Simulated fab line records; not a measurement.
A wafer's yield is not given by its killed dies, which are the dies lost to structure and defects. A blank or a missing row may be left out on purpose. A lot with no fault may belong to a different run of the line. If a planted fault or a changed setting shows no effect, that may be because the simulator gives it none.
fab line records | flow sky130
[record] lots = 11 wafers = 33 last-day = 49
route steps=708 shown CAP2M@603 METAL4@626 PAD_OPEN@708
lots untouched by any fault: they come from a run of this same line in which no faults occurred
start-h: start of the lot's first displayed wafer, in hours after the record's first day | wait-h: hours from the lot's prior step to this one | " the same as in the row above | L1.1+2: several wafers, shown together as one row | - no value present, or no start provided | * or withheld: withheld | < > ~ a bound
route shown NAME@n: names a module that has steps shown in the file, with the first one's number in the route | usual: mean/standard deviation taken from wafers without a fault | same: alike in all rows | chamber/n: place in a boat | sites: each site's reading | _std_site: how widely they spread, as a standard deviation | _edge_site: the outer-site mean with the inner-site mean subtracted | radius-mm: for every site, how far away it sits from the centre of the wafer | mask NAME#n: copy n | behind: the tool/chamber that last shaped the wafer | hold: reason for holding the lot/hours on hold/outcome of the hold | device: which transistor (n, p or np) failed to switch | end of line: at the end of the route, the tests of the same wafers | a step given without rows: its recipe and nothing more | killed: dies that structure and defects cost at the first sort, which is not the same as the wafer's yield | map: per-die view of a wafer (x killed, . not killed, _ where there is no die)
set.NAME: the setting that was run; set.NAME@STEP: the one run at that earlier step | model.NAME: the simulator's own value behind a step, which no gauge read
one table for each step of the route and one row for each wafer, over a sample of lots
services: when a tool's chamber went out of use (start-h, in hours from the record's first day, below 0 if earlier), for how many hours, and the reason
[[steps]]
[step SKY_CAP2M_CVD_00]
[recipe] material = SiO2 target-thk-nm = 15.5 temp-c = 400 time-s = withheld rf-w = 450
[usual] heater-power-w = 719/89 rf-fwd-power-W = 440.3/2.4 susceptor-temp-C = 399.97/0.26
// columns lot.wafer tool chamber start-h wait-h heater-power-w rf-fwd-power-W susceptor-temp-C
L129.2 pecvd-01 1 950.86 0.0 693 440.5 400.19
L129.3 " 1 " " 701 440.8 400.35
L129.4 " 2 " " 901 443.8 400.14
L131.2 pecvd-02 0 952.60 0.0 702 439.0 399.85
L131.5 " 0 " " 696 441.5 399.95
L131.6 " 2 " " 603 439.6 399.85
L132.2 pecvd-04 2 962.94 0.0 664 444.5 399.84
L132.3 " 1 " " 754 440.1 400.15
L132.4 " 2 " " 661 443.6 399.66
L133.1 pecvd-02 2 964.14 0.0 583 440.3 400.16
L133.2 " 0 " " 644 438.3 400.18
L133.6 " 1 " " 782 440.2 400.35
L134.2 pecvd-01 0 970.77 0.0 668 439.9 400.17
L134.4 " 2 " " 845 440.5 400.01
L134.6 " 0 " " 683 439.6 400.13
L135.2 pecvd-04 0 974.01 0.0 681 439.6 399.80
L135.3 " 2 " " 669 444.3 400.07
L135.4 " 0 " " 681 440.0 399.53
L136.3 pecvd-04 1 987.54 0.0 830 440.0 400.04
L136.4 " 0 " " 683 440.8 400.16
L136.5 " 2 " " 616 446.7 400.08
L142.1 pecvd-04 0 1052.51 0.0 770 437.6 400.26
L142.5 " 0 " " 792 438.8 399.97
L142.6 " 1 " " 829 438.3 399.95
L146.4 pecvd-02 0 1056.21 0.0 716 439.8 399.85
L146.5 " 2 " " 612 438.3 400.29
L146.6 " 1 " " 666 439.6 400.08
L143.2 pecvd-04 1 1057.55 0.0 785 438.3 400.25
L143.4 " 0 " " 823 438.1 400.43
L143.5 " 2 " " 655 443.4 400.23
L148.1 pecvd-02 0 1065.60 0.0 595 439.8 399.77
L148.3 " 1 " " 703 439.9 399.67
L148.6 " 1 " " 723 440.7 399.53
[step SKY_CAP2M_THK_MEAS_01]
[recipe] reads = SiO2_of_CAP2M_CVD_00
[usual] CAP2M_CVD_00_THK = 15.44/0.25
// columns lot.wafer tool chamber start-h wait-h CAP2M_CVD_00_THK[nm]
L129.2 film-metro-04 - 950.90 - 15.26
L129.3 " - " " 15.43
L129.4 " - " " 15.59
L131.2 film-metro-04 - 952.63 - 15.52
L131.5 " - " " 15.55
L131.6 " - " " 15.88
L132.2 film-metro-01 - 962.99 - 15.12
L132.3 " - " " 15.27
L132.4 " - " " 15.54
L133.1 film-metro-01 - 964.16 - 15.38
L133.2 " - " " 15.29
L133.6 " - " " 15.83
L134.2 film-metro-02 - 970.81 - 15.50
L134.4 " - " " 15.87
L134.6 " - " " 15.79
L135.2 film-metro-02 - 974.05 - 15.30
L135.3 " - " " 15.01
L135.4 " - " " 15.37
L136.3 film-metro-04 - 987.58 - 14.98
L136.4 " - " " 15.15
L136.5 " - " " 15.44
L142.1 film-metro-02 - 1052.58 - 15.15
L142.5 " - " " 15.39
L142.6 " - " " 15.51
L146.4 film-metro-04 - 1056.25 - 15.93
L146.5 " - " " 15.75
L146.6 " - " " 15.86
L143.2 film-metro-04 - 1057.58 - 15.21
L143.4 " - " " 15.13
L143.5 " - " " 15.39
L148.1 film-metro-01 - 1065.62 - 15.32
L148.3 " - " " 15.80
L148.6 " - " " 15.87
[step SKY_METAL4_EXPOSE_10]
[recipe] mask-id = MM4 na = 0.68 source-shape = annular sigma-inner = 0.4 sigma-outer = 0.8 target-cd-nm = 300 dose-mj = 28
[usual] exposure-dose-mJ-cm2 = 28.025/0.025
[same] sigma-outer = 0.8
// columns lot.wafer tool chamber start-h wait-h mask exposure-dose-mJ-cm2
L129.2 krf-scanner-01 0 985.96 - MM4#0 28.029
L129.3 " 0 " " MM4#0 28.007
L129.4 " 0 " " MM4#0 28.012
L131.2 krf-scanner-01 0 987.62 - MM4#0 27.984
L131.5 " 0 " " MM4#0 28.037
L131.6 " 0 " " MM4#0 27.999
L132.2 krf-scanner-01 0 999.87 - MM4#0 28.020
L132.3 " 0 " " MM4#0 27.998
L132.4 " 0 " " MM4#0 28.009
L133.1 krf-scanner-01 0 1001.33 - MM4#0 27.378
L133.2 " 0 " " MM4#0 27.349
L133.6 " 0 " " MM4#0 27.371
L134.2 krf-scanner-02 0 1006.15 - MM4#0 28.014
L134.4 " 0 " " MM4#0 28.058
L134.6 " 0 " " MM4#0 27.999
L135.2 krf-scanner-02 0 1008.65 - MM4#0 28.023
L135.3 " 0 " " MM4#0 28.012
L135.4 " 0 " " MM4#0 28.017
L136.3 krf-scanner-02 0 1024.32 - MM4#0 28.049
L136.4 " 0 " " MM4#0 28.012
L136.5 " 0 " " MM4#0 27.987
L142.1 krf-scanner-01 0 1083.30 - MM4#0 27.486
L142.5 " 0 " " MM4#0 27.478
L142.6 " 0 " " MM4#0 27.491
L146.4 krf-scanner-02 0 1088.26 - MM4#0 27.996
L146.5 " 0 " " MM4#0 28.057
L146.6 " 0 " " MM4#0 28.031
L143.2 krf-scanner-02 0 1089.90 - MM4#0 27.998
L143.4 " 0 " " MM4#0 28.030
L143.5 " 0 " " MM4#0 28.028
L148.1 krf-scanner-02 0 1098.78 - MM4#0 28.037
L148.3 " 0 " " MM4#0 28.034
L148.6 " 0 " " MM4#0 28.043
[step SKY_METAL4_CD_MEAS_13]
[recipe] target-cd-nm = 300
[usual] cd-nm = 300.0/1.3
// columns lot.wafer tool chamber start-h wait-h cd-nm
L129.2 cd-sem-01 - 997.95 - 297.9
L129.3 " - " " 297.9
L129.4 " - " " 298.7
L131.2 cd-sem-02 - 1000.20 - 300.0
L131.5 " - " " 300.4
L131.6 " - " " 299.3
L132.2 cd-sem-01 - 1010.80 - 299.7
L132.3 " - " " 299.1
L132.4 " - " " 299.3
L133.1 cd-sem-01 - 1011.75 - 306.0
L133.2 " - " " 305.8
L133.6 " - " " 305.9
L134.2 cd-sem-01 - 1017.02 - 297.9
L134.4 " - " " 299.4
L134.6 " - " " 298.6
L135.2 cd-sem-01 - 1020.80 - 301.7
L135.3 " - " " 301.1
L135.4 " - " " 301.5
L136.3 cd-sem-01 - 1034.43 - 299.7
L136.4 " - " " 301.1
L136.5 " - " " 300.3
L142.1 cd-sem-02 - 1095.33 - 303.7
L142.5 " - " " 304.8
L142.6 " - " " 304.7
L146.4 cd-sem-02 - 1099.30 - 302.0
L146.5 " - " " 303.0
L146.6 " - " " 302.5
L143.2 cd-sem-01 - 1100.61 - 299.8
L143.4 " - " " 301.0
L143.5 " - " " 301.2
L148.1 cd-sem-02 - 1108.33 - 300.3
L148.3 " - " " 299.2
L148.6 " - " " 298.1
[step SKY_METAL4_ETCH_17]
[recipe] target = SiO2 stop-on = TiN chemistry = C4F8/O2/Ar source-w = 1500 bias-w = 1200 pressure-mtorr = 40 c4f8-flow-sccm = withheld O2_flow_sccm = 6 Ar_flow_sccm = 300 time-s = 3.9 target-depth-a = 150
[usual] oes-product-au = 0.753/0.0074 rf-fwd-power-W = 1467/6.3
// columns lot.wafer tool chamber start-h wait-h oes-product-au rf-fwd-power-W
L129.2 rie-diel-01 0 998.21 0.1 0.742 1464
L129.3 " 2 " " 0.760 1476
L129.4 " 3 " " 0.752 1458
L131.2 rie-diel-03 1 1000.46 0.1 0.751 1461
L131.5 " 3 " " 0.762 1472
L131.6 " 0 " " 0.756 1459
L132.2 rie-diel-01 2 1011.06 0.1 0.743 1459
L132.3 " 1 " " 0.754 1462
L132.4 " 0 " " 0.752 1459
L133.1 rie-diel-03 1 1012.04 0.1 0.748 1461
L133.2 " 0 " " 0.751 1452
L133.6 " 3 " " 0.761 1470
L134.2 rie-diel-01 1 1017.29 0.1 0.757 1463
L134.4 " 0 " " 0.761 1469
L134.6 " 1 " " 0.757 1464
L135.2 rie-diel-02 1 1021.06 0.1 0.754 1472
L135.3 " 3 " " 0.746 1484
L135.4 " 0 " " 0.751 1466
L136.3 rie-diel-01 3 1034.81 0.1 0.739 1465
L136.4 " 1 " " 0.743 1462
L136.5 " 3 " " 0.752 1475
L142.1 rie-diel-01 3 1095.61 0.1 0.744 1464
L142.5 " 1 " " 0.748 1470
L142.6 " 2 " " 0.744 1467
L146.4 rie-diel-02 0 1099.53 0.0 0.762 1464
L146.5 " 0 " " 0.766 1460
L146.6 " 1 " " 0.760 1463
L143.2 rie-diel-02 2 1100.88 0.1 0.744 1471
L143.4 " 0 " " 0.739 1464
L143.5 " 2 " " 0.755 1472
L148.1 rie-diel-01 3 1108.61 0.1 0.745 1458
L148.3 " 2 " " 0.766 1470
L148.6 " 0 " " 0.767 1462
[step SKY_PAD_OPEN_PROBE_99]
[usual] defect-limited-yield = 82.5/2.1 killed_at_M0_to_M3 = 43/6.8 killed_at_M4_up = 3.2/1.7 killed-at-contacts = 24/5.6 killed-at-front-end = 15/4.7 killed-at-other = 0.3/0.59 killed-dies = 86/10 killed-open = 47/6.8 killed-short = 39/6.4 sort_bin_3_pad_short = 0.9/0.42 sort_bin_5_function = 10.5/1.6 sort_bin_6_memory = 6.2/1.1 sort-n-pass = 406/10 sort-yield-pct = 82.5/2.1
[same] gross-dies = 492 killed-at-back-side = 0 sort_bin_4_leakage[%] = 0 sort_bin_8_speed[%] = 0
// columns lot.wafer tool chamber start-h wait-h defect-limited-yield[%] killed_at_M0_to_M3 killed_at_M4_up killed-at-contacts killed-at-front-end killed-at-other killed-dies killed-open killed-short sort_bin_3_pad_short[%] sort_bin_5_function[%] sort_bin_6_memory[%] sort-n-pass sort-yield-pct[%]
L129.2 prober-01 - 1091.81 0.1 84.3 40 5 15 17 0 77 40 37 0 10.4 5.3 415 84.3
L129.3 prober-01 - 1091.86 0.2 82.7 43 3 20 18 1 85 49 36 0.8 10.4 6.1 407 82.7
L129.4 prober-01 - 1091.91 0.2 84.6 39 3 19 15 0 76 47 28 0.8 10.4 4.3 416 84.6
L131.2 prober-02 - 1093.95 0.1 83.3 44 3 23 12 0 82 49 33 0.4 9.8 6.5 410 83.3
L131.5 prober-02 - 1094.10 0.2 77.6 48 7 40 15 0 110 70 40 0.4 13.4 8.5 382 77.6
L131.6 prober-02 - 1094.15 0.2 81.5 43 3 24 21 0 91 44 46 1.4 11.0 6.1 401 81.5
L132.2 prober-02 - 1104.01 0.1 85.8 40 2 17 11 0 70 42 28 0.2 8.9 5.1 422 85.8
L132.3 prober-02 - 1104.06 0.2 84.3 38 4 17 17 1 77 39 38 1.0 9.8 4.9 415 84.3
L132.4 prober-02 - 1104.11 0.2 84.3 34 1 23 19 0 77 50 27 0.6 8.5 6.5 415 84.3
L133.1 prober-01 - 1104.21 0.1 80.7 53 4 27 8 3 95 58 35 0.4 10.6 8.3 397 80.7
L133.2 prober-01 - 1104.26 0.1 82.5 39 3 30 13 1 86 49 36 0.2 9.8 7.5 406 82.5
L133.6 prober-01 - 1104.46 0.2 86.4 38 5 17 6 1 67 34 32 1.2 7.9 4.5 425 86.4
L136.3 prober-02 - 1124.11 0.2 78.5 56 6 21 23 0 106 59 47 1.6 12.4 7.5 386 78.5
L136.4 prober-02 - 1124.16 0.2 78.7 61 3 18 22 1 105 57 47 1.2 13.0 7.1 387 78.7
L136.5 prober-02 - 1124.21 0.2 78.3 57 3 24 23 0 107 57 50 0.8 10.8 10.2 385 78.3
L148.1 prober-02 - 1187.59 0.1 83.1 52 3 13 15 0 83 51 32 0.6 9.3 6.9 409 83.1
L148.3 prober-02 - 1187.69 0.2 80.5 56 3 24 13 0 96 51 45 0.4 11.4 7.7 396 80.5
L148.6 prober-02 - 1187.84 0.2 80.3 39 4 29 25 0 97 47 49 0.6 11.2 7.9 395 80.3
// killed by level:class
L129.2 CONTACT:geometric-particle:open=9 VIA2:geometric-particle:open=8 FIELD_ISO:geometric-particle:short=7 VIA1:geometric-particle:open=6 METAL2:geometric-particle:short=5 POLY_GATE:geometric-particle:short=5 VIA3:geometric-particle:open=5 LI_CONTACT:geometric-particle:open=5
L129.3 VIA1:geometric-particle:short=8 VIA1:geometric-particle:open=8 VIA2:geometric-particle:open=8 LI_CONTACT:geometric-particle:open=7 METAL2:geometric-particle:short=6 VIA3:geometric-particle:open=6 FIELD_ISO:geometric-particle:open=5 SPACER:geometric-particle:open=4
L129.4 VIA1:geometric-particle:open=10 FIELD_ISO:geometric-particle:open=9 CONTACT:geometric-particle:open=8 VIA2:geometric-particle:open=6 VIA3:geometric-particle:open=6 VIA1:geometric-particle:short=5 METAL2:geometric-particle:short=5 LI_CONTACT:geometric-particle:open=4
L131.2 CONTACT:geometric-particle:open=14 VIA3:geometric-particle:open=10 VIA1:geometric-particle:open=7 VIA2:geometric-particle:open=7 METAL1:geometric-particle:short=5 SPACER:geometric-particle:short=4 VIA1:geometric-particle:short=4 METAL2:geometric-particle:short=4
L131.5 LI_CONTACT:geometric-particle:open=14 VIA2:geometric-particle:open=13 CONTACT:geometric-particle:open=12 VIA1:geometric-particle:open=8 METAL1:geometric-particle:short=6 VIA3:geometric-particle:open=6 LI_CONTACT:geometric-particle:short=5 POLY_GATE:geometric-particle:short=4
L131.6 VIA2:geometric-particle:open=10 LI_CONTACT:geometric-particle:open=8 CONTACT:geometric-particle:open=8 POLY_GATE:geometric-particle:short=6 VIA1:geometric-particle:short=6 VIA1:geometric-particle:open=6 METAL2:geometric-particle:short=6 METAL1:geometric-particle:short=5
L132.2 VIA1:geometric-particle:open=14 CONTACT:geometric-particle:open=9 VIA2:geometric-particle:open=6 METAL2:geometric-particle:short=6 CONTACT:geometric-particle:short=4 METAL1:geometric-particle:short=4 POLY_GATE:geometric-particle:open=3 POLY_GATE:geometric-particle:short=3
L132.3 FIELD_ISO:geometric-particle:open=8 METAL1:geometric-particle:short=7 LI_CONTACT:geometric-particle:open=5 VIA1:geometric-particle:open=5 CONTACT:geometric-particle:open=5 METAL2:geometric-particle:short=5 VIA2:geometric-particle:open=5 CONTACT:geometric-particle:short=4
L132.4 VIA1:geometric-particle:open=13 CONTACT:geometric-particle:open=11 LI_CONTACT:geometric-particle:open=7 FIELD_ISO:geometric-particle:short=6 FIELD_ISO:geometric-particle:open=4 POLY_GATE:geometric-particle:short=4 CONTACT:geometric-particle:short=4 METAL2:geometric-particle:open=4
L133.1 VIA1:geometric-particle:open=13 VIA2:geometric-particle:open=13 CONTACT:geometric-particle:open=8 LI_CONTACT:geometric-particle:open=7 VIA3:geometric-particle:open=6 VIA3:geometric-particle:short=6 METAL2:geometric-particle:short=5 LOCAL_INTERCONNECT:geometric-particle:short=5
L133.2 CONTACT:geometric-particle:open=14 VIA1:geometric-particle:open=9 METAL2:geometric-particle:short=6 LI_CONTACT:geometric-particle:open=5 METAL1:geometric-particle:short=5 VIA2:geometric-particle:open=5 VIA3:geometric-particle:open=5 LOCAL_INTERCONNECT:geometric-particle:short=4
L133.6 METAL2:geometric-particle:short=10 CONTACT:geometric-particle:open=8 VIA2:geometric-particle:open=6 VIA1:geometric-particle:open=6 LI_CONTACT:geometric-particle:open=5 VIA3:geometric-particle:short=4 METAL4:geometric-particle:short=4 POLY_GATE:geometric-particle:open=3
L136.3 VIA2:geometric-particle:open=12 VIA1:geometric-particle:open=10 METAL1:geometric-particle:short=8 CONTACT:geometric-particle:open=7 VIA3:geometric-particle:short=6 FIELD_ISO:geometric-particle:open=5 POLY_GATE:geometric-particle:short=5 POLY_GATE:geometric-particle:open=5
L136.4 VIA1:geometric-particle:open=13 VIA2:geometric-particle:open=8 METAL1:geometric-particle:short=7 FIELD_ISO:geometric-particle:open=6 POLY_GATE:geometric-particle:open=6 VIA3:geometric-particle:open=6 METAL2:geometric-particle:short=6 POLY_GATE:geometric-particle:short=5
L136.5 FIELD_ISO:geometric-particle:short=10 VIA1:geometric-particle:open=10 LI_CONTACT:geometric-particle:open=10 VIA3:geometric-particle:open=8 METAL2:geometric-particle:short=8 VIA2:geometric-particle:open=8 VIA1:geometric-particle:short=7 CONTACT:geometric-particle:open=6
L148.1 VIA1:geometric-particle:open=12 VIA2:geometric-particle:open=9 METAL2:geometric-particle:short=7 CONTACT:geometric-particle:open=7 VIA3:geometric-particle:open=6 VIA1:geometric-particle:short=5 FIELD_ISO:geometric-particle:open=4 POLY_GATE:geometric-particle:open=3
L148.3 VIA1:geometric-particle:open=11 METAL1:geometric-particle:short=10 LI_CONTACT:geometric-particle:open=9 CONTACT:geometric-particle:open=7 VIA3:geometric-particle:open=7 METAL2:geometric-particle:short=5 VIA2:geometric-particle:open=5 VIA3:geometric-particle:short=5
L148.6 VIA1:geometric-particle:open=11 CONTACT:geometric-particle:open=10 POLY_GATE:geometric-particle:short=8 METAL1:geometric-particle:short=8 LI_CONTACT:geometric-particle:open=7 FIELD_ISO:geometric-particle:open=6 LOCAL_INTERCONNECT:geometric-particle:short=6 POLY_GATE:geometric-particle:open=4
[[services]]
// columns tool chamber start-h hours kind
rie-diel-02 1 927.62 3.8 repair
krf-scanner-02 - 939.31 0.9 repair
pecvd-01 0 950.07 4.6 repair
rie-diel-01 0 953.63 3.6 repair
pecvd-01 1 967.76 3.9 repair
rie-diel-03 3 969.89 10.9 repair
krf-scanner-02 - 979.53 3.6 pm
krf-scanner-02 - 983.89 4.7 repair
krf-scanner-02 - 994.05 1.3 pm
krf-scanner-02 - 995.35 1.0 pm
rie-diel-03 - 995.83 4.3 pm
krf-scanner-01 - 1004.11 1.3 pm
krf-scanner-02 - 1016.87 0.8 pm
pecvd-04 - 1024.64 1.6 repair
krf-scanner-01 - 1024.98 1.0 pm
krf-scanner-02 - 1050.37 1.9 repair
rie-diel-01 3 1066.40 14.3 repair
krf-scanner-01 - 1074.92 0.8 pm
rie-diel-02 0 1080.82 6.9 repair
rie-diel-02 - 1081.95 2.8 pm
rie-diel-01 0 1085.67 3.6 repair
rie-diel-03 - 1087.25 9.0 repair
rie-diel-01 0 1093.59 7.3 repair
krf-scanner-01 - 1093.67 4.0 pm
[[key]]
[first-sign] step = SKY_METAL4_EXPOSE_10 reading = exposure-dose-mJ-cm2 direction = down sigmas = 24 usual = * struck = *
[effect] step = SKY_METAL4_CD_MEAS_13 reading = cd-nm direction = up sigmas = 4 usual = 300.0 struck = 305.1 through = control-loop
met-at SKY_METAL4_EXPOSE_10
struck-lots L133,L142
[loop-trim] step = SKY_METAL4_EXPOSE_10 setting = dose lots = L142
not-acting-at SKY_CAP2M_CVD_00,SKY_CAP2M_THK_MEAS_01,SKY_METAL4_ETCH_17
onset-between 999.87 1001.33
[fault] kind = process-parameter-drift tool = krf-scanner-01 chamber = - onset-h = 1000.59 steps = SKY_METAL4_EXPOSE_10 channel = dose-mj offset = -0.65862 shape = step acts-in = these-recipes-only stated = 28
// loop-trim: a control loop set the setting to another value than it would have without faults
